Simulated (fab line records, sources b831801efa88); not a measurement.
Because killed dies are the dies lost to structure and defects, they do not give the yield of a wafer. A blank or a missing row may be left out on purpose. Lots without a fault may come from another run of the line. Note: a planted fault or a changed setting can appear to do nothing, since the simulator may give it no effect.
What tool caused it? :: flow sky130 :: Sampling: 24 lots, 72 wafers, 5 of 708 route steps

WHAT EACH GAUGE READ, for each wafer
SKY_LI_CONTACT_OVL_MEAS_13. Usual: LI_CONTACT_OVL 3 nm, standard deviation 5.9.
lot: L074
measured: day 28 20:26
on: overlay-02
LI_CONTACT_OVL (nm): 8 2 1
flag: 

lot: L075
measured: day 29 13:05
on: overlay-02
LI_CONTACT_OVL (nm): 9 2 9
flag: 

lot: L076
measured: day 29 19:07
on: overlay-01
LI_CONTACT_OVL (nm): 4 2 7
flag: 

lot: L077
measured: day 30 00:32
on: overlay-01
LI_CONTACT_OVL (nm): -2 0 -1
flag: 

lot: L078
measured: day 30 04:34
on: overlay-01
LI_CONTACT_OVL (nm): -3 -4 1
flag: 

lot: L079
measured: day 30 13:23
on: overlay-01
LI_CONTACT_OVL (nm): 5 5 2
flag: 

lot: L080
measured: day 31 07:56
on: overlay-02
LI_CONTACT_OVL (nm): 9 -1 3
flag: 

lot: L081
measured: day 31 22:38
on: overlay-02
LI_CONTACT_OVL (nm): -2 -5 5
flag: 

lot: L082
measured: day 32 18:46
on: overlay-01
LI_CONTACT_OVL (nm): 12 -2 10
flag: 

lot: L083
measured: day 32 23:59
on: overlay-01
LI_CONTACT_OVL (nm): -2 5 -1
flag: 

lot: L085
measured: day 33 05:14
on: overlay-01
LI_CONTACT_OVL (nm): 0 4 -1
flag: 

lot: L084
measured: day 33 06:19
on: overlay-01
LI_CONTACT_OVL (nm): 5 17 -2
flag: 

lot: L086
measured: day 33 11:02
on: overlay-02
LI_CONTACT_OVL (nm): 0 2 1
flag: 

lot: L088
measured: day 34 00:12
on: overlay-02
LI_CONTACT_OVL (nm): 7 7 4
flag: 

lot: L087
measured: day 34 07:50
on: overlay-02
LI_CONTACT_OVL (nm): 14 6 17
flag: 

lot: L090
measured: day 34 21:02
on: overlay-01
LI_CONTACT_OVL (nm): 6 3 -3
flag: 

lot: L089
measured: day 34 21:23
on: overlay-02
LI_CONTACT_OVL (nm): 5 17 12
flag: 

lot: L091
measured: day 35 06:23
on: overlay-01
LI_CONTACT_OVL (nm): 8 18 6
flag: 

lot: L092
measured: day 35 07:05
on: overlay-01
LI_CONTACT_OVL (nm): 10 7 7
flag: 

lot: L093
measured: day 35 09:26
on: overlay-02
LI_CONTACT_OVL (nm): -6 0 -1
flag: 

lot: L095
measured: day 35 21:10
on: overlay-02
LI_CONTACT_OVL (nm): 8 5 6
flag: 

lot: L094
measured: day 35 21:32
on: overlay-02
LI_CONTACT_OVL (nm): -5 -2 -6
flag: 

lot: L096
measured: day 36 06:02
on: overlay-01
LI_CONTACT_OVL (nm): 3 4 2
flag: 

lot: L097
measured: day 36 10:47
on: overlay-01
LI_CONTACT_OVL (nm): -5 -2 5
flag: 

SKY_CONTACT_THK_MEAS_26: measures by xrf. Usual: CONTACT_W_THK 340 nm, standard deviation 4.5.
lot: L074
measured: day 31 07:46
on: film metro-01
CONTACT_W_THK (nm): 351 342 348
flag: 

lot: L075
measured: day 32 00:53
on: film metro-03
CONTACT_W_THK (nm): 344 344 343
flag: 

lot: L076
measured: day 32 06:14
on: film metro-02
CONTACT_W_THK (nm): 337 335 333
flag: 

lot: L077
measured: day 32 12:28
on: film metro-02
CONTACT_W_THK (nm): 335 334 330
flag: 

lot: L078
measured: day 32 16:02
on: film metro-01
CONTACT_W_THK (nm): 345 340 345
flag: 

lot: L079
measured: day 33 00:38
on: film metro-02
CONTACT_W_THK (nm): 344 346 345
flag: 

lot: L080
measured: day 33 18:17
on: film metro-03
CONTACT_W_THK (nm): 341 340 348
flag: 

lot: L081
measured: day 34 08:34
on: film metro-01
CONTACT_W_THK (nm): 342 335 338
flag: 

lot: L082
measured: day 35 04:35
on: film metro-02
CONTACT_W_THK (nm): 340 343 335
flag: 

lot: L083
measured: day 35 08:23
on: film metro-02
CONTACT_W_THK (nm): 338 337 332
flag: 

lot: L085
measured: day 35 13:06
on: film metro-02
CONTACT_W_THK (nm): 336 335 338
flag: 

lot: L084
measured: day 35 15:10
on: film metro-02
CONTACT_W_THK (nm): 334 339 332
flag: 

lot: L086
measured: day 35 18:55
on: film metro-02
CONTACT_W_THK (nm): 339 342 341
flag: 

lot: L088
measured: day 36 08:11
on: film metro-03
CONTACT_W_THK (nm): 344 342 344
flag: 

lot: L087
measured: day 36 14:59
on: film metro-02
CONTACT_W_THK (nm): 339 336 335
flag: 

lot: L090
measured: day 37 05:10
on: film metro-01
CONTACT_W_THK (nm): 344 349 343
flag: 

lot: L089
measured: day 37 05:31
on: film metro-03
CONTACT_W_THK (nm): 338 340 341
flag: 

lot: L091
measured: day 37 15:28
on: film metro-02
CONTACT_W_THK (nm): 336 334 337
flag: 

lot: L092
measured: day 37 16:44
on: film metro-02
CONTACT_W_THK (nm): 339 340 336
flag: 

lot: L093
measured: day 37 18:16
on: film metro-03
CONTACT_W_THK (nm): 344 342 346
flag: 

lot: L095
measured: day 38 04:32
on: film metro-01
CONTACT_W_THK (nm): 346 348 350
flag: 

lot: L094
measured: day 38 05:32
on: film metro-02
CONTACT_W_THK (nm): 343 334 342
flag: 

lot: L096
measured: day 38 14:08
on: film metro-02
CONTACT_W_THK (nm): 345 337 343
flag: 

lot: L097
measured: day 38 18:29
on: film metro-02
CONTACT_W_THK (nm): 335 340 338
flag: 

WHAT TOOL EACH LOT RAN ON (gives the tool, then ch and the chambers of the sampled wafers, and finally the start)
lot: L074
SKY_LI_CONTACT_SPUTTER_19: pvd sputter-04, day 28 20:56
SKY_LOCAL_INTERCONNECT_METAL_ETCH_14: rie metal-02 ch 0,1, day 30 01:26
SKY_CONTACT_CVD_24: cvd w-02 ch 0,1, day 31 07:31

lot: L075
SKY_LI_CONTACT_SPUTTER_19: pvd sputter-04, day 29 13:32
SKY_LOCAL_INTERCONNECT_METAL_ETCH_14: rie metal-04 ch 0,1, day 30 18:33
SKY_CONTACT_CVD_24: cvd w-01 ch 0,1, day 32 00:40

lot: L076
SKY_LI_CONTACT_SPUTTER_19: pvd sputter-03, day 29 19:35
SKY_LOCAL_INTERCONNECT_METAL_ETCH_14: rie metal-04 ch 0, day 31 00:31
SKY_CONTACT_CVD_24: cvd w-01 ch 0,1, day 32 06:00

lot: L077
SKY_LI_CONTACT_SPUTTER_19: pvd sputter-04, day 30 01:01
SKY_LOCAL_INTERCONNECT_METAL_ETCH_14: rie metal-04 ch 0,1, day 31 05:59
SKY_CONTACT_CVD_24: cvd w-02 ch 0,1, day 32 12:14

lot: L078
SKY_LI_CONTACT_SPUTTER_19: pvd sputter-03, day 30 05:02
SKY_LOCAL_INTERCONNECT_METAL_ETCH_14: rie metal-04 ch 0,1, day 31 10:00
SKY_CONTACT_CVD_24: cvd w-01 ch 0,1, day 32 15:49

lot: L079
SKY_LI_CONTACT_SPUTTER_19: pvd sputter-02, day 30 13:50
SKY_LOCAL_INTERCONNECT_METAL_ETCH_14: rie metal-02 ch 1, day 31 18:35
SKY_CONTACT_CVD_24: cvd w-02 ch 1, day 33 00:24

lot: L080
SKY_LI_CONTACT_SPUTTER_19: pvd sputter-04, day 31 08:23
SKY_LOCAL_INTERCONNECT_METAL_ETCH_14: rie metal-04 ch 0,1, day 32 13:19
SKY_CONTACT_CVD_24: cvd w-02 ch 0,1, day 33 18:03

lot: L081
SKY_LI_CONTACT_SPUTTER_19: pvd sputter-03, day 31 23:15
SKY_LOCAL_INTERCONNECT_METAL_ETCH_14: rie metal-04 ch 0,1, day 33 03:29
SKY_CONTACT_CVD_24: cvd w-01 ch 0,1, day 34 08:22

lot: L082
SKY_LI_CONTACT_SPUTTER_19: pvd sputter-03, day 32 19:14
SKY_LOCAL_INTERCONNECT_METAL_ETCH_14: rie metal-01 ch 0, day 33 23:25
SKY_CONTACT_CVD_24: cvd w-02 ch 0,1, day 35 04:21

lot: L083
SKY_LI_CONTACT_SPUTTER_19: pvd sputter-02, day 33 00:26
SKY_LOCAL_INTERCONNECT_METAL_ETCH_14: rie metal-02 ch 0,1, day 34 04:10
SKY_CONTACT_CVD_24: cvd w-01 ch 0,1, day 35 08:10

lot: L085
SKY_LI_CONTACT_SPUTTER_19: pvd sputter-04, day 33 05:41
SKY_LOCAL_INTERCONNECT_METAL_ETCH_14: rie metal-04 ch 0,1, day 34 09:04
SKY_CONTACT_CVD_24: cvd w-01 ch 1, day 35 12:52

lot: L084
SKY_LI_CONTACT_SPUTTER_19: pvd sputter-02, day 33 06:47
SKY_LOCAL_INTERCONNECT_METAL_ETCH_14: rie metal-01 ch 0,1, day 34 10:13
SKY_CONTACT_CVD_24: cvd w-02 ch 0,1, day 35 14:55

lot: L086
SKY_LI_CONTACT_SPUTTER_19: pvd sputter-03, day 33 11:31
SKY_LOCAL_INTERCONNECT_METAL_ETCH_14: rie metal-02 ch 0,1, day 34 14:40
SKY_CONTACT_CVD_24: cvd w-01 ch 0,1, day 35 18:41

lot: L088
SKY_LI_CONTACT_SPUTTER_19: pvd sputter-04, day 34 00:40
SKY_LOCAL_INTERCONNECT_METAL_ETCH_14: rie metal-01 ch 0,1, day 35 04:18
SKY_CONTACT_CVD_24: cvd w-01 ch 0,1, day 36 07:58

lot: L087
SKY_LI_CONTACT_SPUTTER_19: pvd sputter-03, day 34 08:17
SKY_LOCAL_INTERCONNECT_METAL_ETCH_14: rie metal-02 ch 0,1, day 35 11:01
SKY_CONTACT_CVD_24: cvd w-01 ch 0,1, day 36 14:46

lot: L090
SKY_LI_CONTACT_SPUTTER_19: pvd sputter-03, day 34 21:29
SKY_LOCAL_INTERCONNECT_METAL_ETCH_14: rie metal-04 ch 0,1, day 36 01:04
SKY_CONTACT_CVD_24: cvd w-02 ch 0,1, day 37 04:56

lot: L089
SKY_LI_CONTACT_SPUTTER_19: pvd sputter-02, day 34 21:50
SKY_LOCAL_INTERCONNECT_METAL_ETCH_14: rie metal-02 ch 0,1, day 36 01:22
SKY_CONTACT_CVD_24: cvd w-01 ch 0,1, day 37 05:17

lot: L091
SKY_LI_CONTACT_SPUTTER_19: pvd sputter-03, day 35 06:50
SKY_LOCAL_INTERCONNECT_METAL_ETCH_14: rie metal-04 ch 0,1, day 36 11:04
SKY_CONTACT_CVD_24: cvd w-01 ch 0,1, day 37 15:13

lot: L092
SKY_LI_CONTACT_SPUTTER_19: pvd sputter-02, day 35 07:32
SKY_LOCAL_INTERCONNECT_METAL_ETCH_14: rie metal-01 ch 0,1, day 36 12:03
SKY_CONTACT_CVD_24: cvd w-02 ch 0,1, day 37 16:31

lot: L093
SKY_LI_CONTACT_SPUTTER_19: pvd sputter-02, day 35 09:53
SKY_LOCAL_INTERCONNECT_METAL_ETCH_14: rie metal-04 ch 0,1, day 36 13:02
SKY_CONTACT_CVD_24: cvd w-02 ch 0,1, day 37 18:01

lot: L095
SKY_LI_CONTACT_SPUTTER_19: pvd sputter-03, day 35 21:38
SKY_LOCAL_INTERCONNECT_METAL_ETCH_14: rie metal-01 ch 0, day 36 23:50
SKY_CONTACT_CVD_24: cvd w-02 ch 0,1, day 38 04:19

lot: L094
SKY_LI_CONTACT_SPUTTER_19: pvd sputter-03, day 35 21:59
SKY_LOCAL_INTERCONNECT_METAL_ETCH_14: rie metal-02 ch 0,1, day 37 00:49
SKY_CONTACT_CVD_24: cvd w-02 ch 0,1, day 38 05:19

lot: L096
SKY_LI_CONTACT_SPUTTER_19: pvd sputter-04, day 36 06:29
SKY_LOCAL_INTERCONNECT_METAL_ETCH_14: rie metal-04 ch 0,1, day 37 09:17
SKY_CONTACT_CVD_24: cvd w-02 ch 0,1, day 38 13:55

lot: L097
SKY_LI_CONTACT_SPUTTER_19: pvd sputter-03, day 36 11:14
SKY_LOCAL_INTERCONNECT_METAL_ETCH_14: rie metal-02 ch 0,1, day 37 14:25
SKY_CONTACT_CVD_24: cvd w-01 ch 0,1, day 38 18:16
- SKY_LI_CONTACT_SPUTTER_19: material Ti, target thk 20 nm, time 106.37 s.
- SKY_LOCAL_INTERCONNECT_METAL_ETCH_14: etches TiN in Cl2/BCl3, stops on PSG, target depth 110 nm, time 31.4 s.
- SKY_CONTACT_CVD_24: deposits W, target thk 340 nm, time 102.12 s.

WHAT THE TOOLS THEMSELVES READ (means of the sampled wafers that have a number; where no wafer has one, the mark that the record gives instead)
SKY_LI_CONTACT_SPUTTER_19. Usual: 30.1 % for throttle valve pct, sd 0.94.
lot: L074
tool: pvd sputter-04
throttle valve pct (%): 29.9
flag: 

lot: L075
tool: pvd sputter-04
throttle valve pct (%): 29.8
flag: 

lot: L076
tool: pvd sputter-03
throttle valve pct (%): 29.3
flag: 

lot: L077
tool: pvd sputter-04
throttle valve pct (%): 30.3
flag: 

lot: L078
tool: pvd sputter-03
throttle valve pct (%): 30.3
flag: 

lot: L079
tool: pvd sputter-02
throttle valve pct (%): 30.2
flag: 

lot: L080
tool: pvd sputter-04
throttle valve pct (%): 30.3
flag: 

lot: L081
tool: pvd sputter-03
throttle valve pct (%): 29.3
flag: 

lot: L082
tool: pvd sputter-03
throttle valve pct (%): 30.3
flag: 

lot: L083
tool: pvd sputter-02
throttle valve pct (%): 29.2
flag: 

lot: L085
tool: pvd sputter-04
throttle valve pct (%): 30.1
flag: 

lot: L084
tool: pvd sputter-02
throttle valve pct (%): 30.4
flag: 

lot: L086
tool: pvd sputter-03
throttle valve pct (%): 29.3
flag: 

lot: L088
tool: pvd sputter-04
throttle valve pct (%): 30.4
flag: 

lot: L087
tool: pvd sputter-03
throttle valve pct (%): 30.0
flag: 

lot: L090
tool: pvd sputter-03
throttle valve pct (%): 29.8
flag: 

lot: L089
tool: pvd sputter-02
throttle valve pct (%): 30.6
flag: 

lot: L091
tool: pvd sputter-03
throttle valve pct (%): 29.9
flag: 

lot: L092
tool: pvd sputter-02
throttle valve pct (%): 30.9
flag: 

lot: L093
tool: pvd sputter-02
throttle valve pct (%): 29.6
flag: 

lot: L095
tool: pvd sputter-03
throttle valve pct (%): 29.7
flag: 

lot: L094
tool: pvd sputter-03
throttle valve pct (%): 29.5
flag: 

lot: L096
tool: pvd sputter-04
throttle valve pct (%): 30.3
flag: 

lot: L097
tool: pvd sputter-03
throttle valve pct (%): 29.5
flag: 

SKY_LOCAL_INTERCONNECT_METAL_ETCH_14. Usual: drypump motor current A 5.9 A, standard deviation 0.32; oes product au 0.942 a.u., standard deviation 0.0076; throttle valve pct 21.901 %, standard deviation 0.0097.
lot: L074
tool: rie metal-02
drypump motor current A (A): 6.0
oes product au (a.u.): 0.935
throttle valve pct (%): 21.909
flag: 

lot: L075
tool: rie metal-04
drypump motor current A (A): 5.6
oes product au (a.u.): 0.941
throttle valve pct (%): 21.906
flag: 

lot: L076
tool: rie metal-04
drypump motor current A (A): 6.2
oes product au (a.u.): 0.943
throttle valve pct (%): 21.896
flag: 

lot: L077
tool: rie metal-04
drypump motor current A (A): 5.8
oes product au (a.u.): 0.938
throttle valve pct (%): 21.900
flag: 

lot: L078
tool: rie metal-04
drypump motor current A (A): 5.9
oes product au (a.u.): 0.945
throttle valve pct (%): 21.907
flag: 

lot: L079
tool: rie metal-02
drypump motor current A (A): 5.9
oes product au (a.u.): 0.948
throttle valve pct (%): 21.897
flag: 

lot: L080
tool: rie metal-04
drypump motor current A (A): 5.6
oes product au (a.u.): 0.950
throttle valve pct (%): 21.894
flag: 

lot: L081
tool: rie metal-04
drypump motor current A (A): 5.6
oes product au (a.u.): 0.935
throttle valve pct (%): 21.912
flag: 

lot: L082
tool: rie metal-01
drypump motor current A (A): 6.0
oes product au (a.u.): 0.948
throttle valve pct (%): 21.898
flag: 

lot: L083
tool: rie metal-02
drypump motor current A (A): 6.1
oes product au (a.u.): 0.938
throttle valve pct (%): 21.905
flag: 

lot: L085
tool: rie metal-04
drypump motor current A (A): 5.6
oes product au (a.u.): 0.933
throttle valve pct (%): 21.909
flag: 

lot: L084
tool: rie metal-01
drypump motor current A (A): 5.8
oes product au (a.u.): 0.940
throttle valve pct (%): 21.898
flag: 

lot: L086
tool: rie metal-02
drypump motor current A (A): 6.1
oes product au (a.u.): 0.941
throttle valve pct (%): 21.904
flag: 

lot: L088
tool: rie metal-01
drypump motor current A (A): 5.9
oes product au (a.u.): 0.941
throttle valve pct (%): 21.903
flag: 

lot: L087
tool: rie metal-02
drypump motor current A (A): 6.1
oes product au (a.u.): 0.948
throttle valve pct (%): 21.890
flag: 

lot: L090
tool: rie metal-04
drypump motor current A (A): 5.9
oes product au (a.u.): 0.946
throttle valve pct (%): 21.890
flag: 

lot: L089
tool: rie metal-02
drypump motor current A (A): 6.0
oes product au (a.u.): 0.932
throttle valve pct (%): 21.904
flag: 

lot: L091
tool: rie metal-04
drypump motor current A (A): 5.6
oes product au (a.u.): 0.934
throttle valve pct (%): 21.891
flag: 

lot: L092
tool: rie metal-01
drypump motor current A (A): 5.9
oes product au (a.u.): 0.944
throttle valve pct (%): 21.897
flag: 

lot: L093
tool: rie metal-04
drypump motor current A (A): 5.9
oes product au (a.u.): 0.948
throttle valve pct (%): 21.907
flag: 

lot: L095
tool: rie metal-01
drypump motor current A (A): 6.0
oes product au (a.u.): 0.948
throttle valve pct (%): 21.892
flag: 

lot: L094
tool: rie metal-02
drypump motor current A (A): 6.1
oes product au (a.u.): 0.933
throttle valve pct (%): 21.900
flag: 

lot: L096
tool: rie metal-04
drypump motor current A (A): 5.6
oes product au (a.u.): 0.935
throttle valve pct (%): 21.897
flag: 

lot: L097
tool: rie metal-02
drypump motor current A (A): 6.1
oes product au (a.u.): 0.944
throttle valve pct (%): 21.901
flag: 

SKY_CONTACT_CVD_24. Usual: 842 W for heater power w, sd 47.
lot: L074
tool: cvd w-02
heater power w (W): 802
flag: 

lot: L075
tool: cvd w-01
heater power w (W): 857
flag: 

lot: L076
tool: cvd w-01
heater power w (W): 877
flag: 

lot: L077
tool: cvd w-02
heater power w (W): 798
flag: 

lot: L078
tool: cvd w-01
heater power w (W): 868
flag: 

lot: L079
tool: cvd w-02
heater power w (W): 822
flag: 

lot: L080
tool: cvd w-02
heater power w (W): 807
flag: 

lot: L081
tool: cvd w-01
heater power w (W): 853
flag: 

lot: L082
tool: cvd w-02
heater power w (W): 811
flag: 

lot: L083
tool: cvd w-01
heater power w (W): 863
flag: 

lot: L085
tool: cvd w-01
heater power w (W): 841
flag: 

lot: L084
tool: cvd w-02
heater power w (W): 811
flag: 

lot: L086
tool: cvd w-01
heater power w (W): 867
flag: 

lot: L088
tool: cvd w-01
heater power w (W): 873
flag: 

lot: L087
tool: cvd w-01
heater power w (W): 851
flag: 

lot: L090
tool: cvd w-02
heater power w (W): 813
flag: 

lot: L089
tool: cvd w-01
heater power w (W): 893
flag: 

lot: L091
tool: cvd w-01
heater power w (W): 866
flag: 

lot: L092
tool: cvd w-02
heater power w (W): 817
flag: 

lot: L093
tool: cvd w-02
heater power w (W): 821
flag: 

lot: L095
tool: cvd w-02
heater power w (W): 820
flag: 

lot: L094
tool: cvd w-02
heater power w (W): 809
flag: 

lot: L096
tool: cvd w-02
heater power w (W): 814
flag: 

lot: L097
tool: cvd w-01
heater power w (W): 890
flag: 

THE ANSWER, worked out from the rows above alone
Rule: lot off if the mean of its wafers having a number is beyond 3 standard deviations from the usual mean. Also off: a lot with no number at a reading for which 4 or more lots have one. The other lots that the step has rows for count as sound. The gauges are gone through in route order, then the tools' own readings, and for those a lot's mean is taken as printed above. At the first step where some lot is off, the reading lying furthest off is the one used; lots without a number count as furthest.
Across all readings shown, no lot is off: no conclusion can be drawn from this.

WHAT WAS PUT IN BY THE SIMULATOR
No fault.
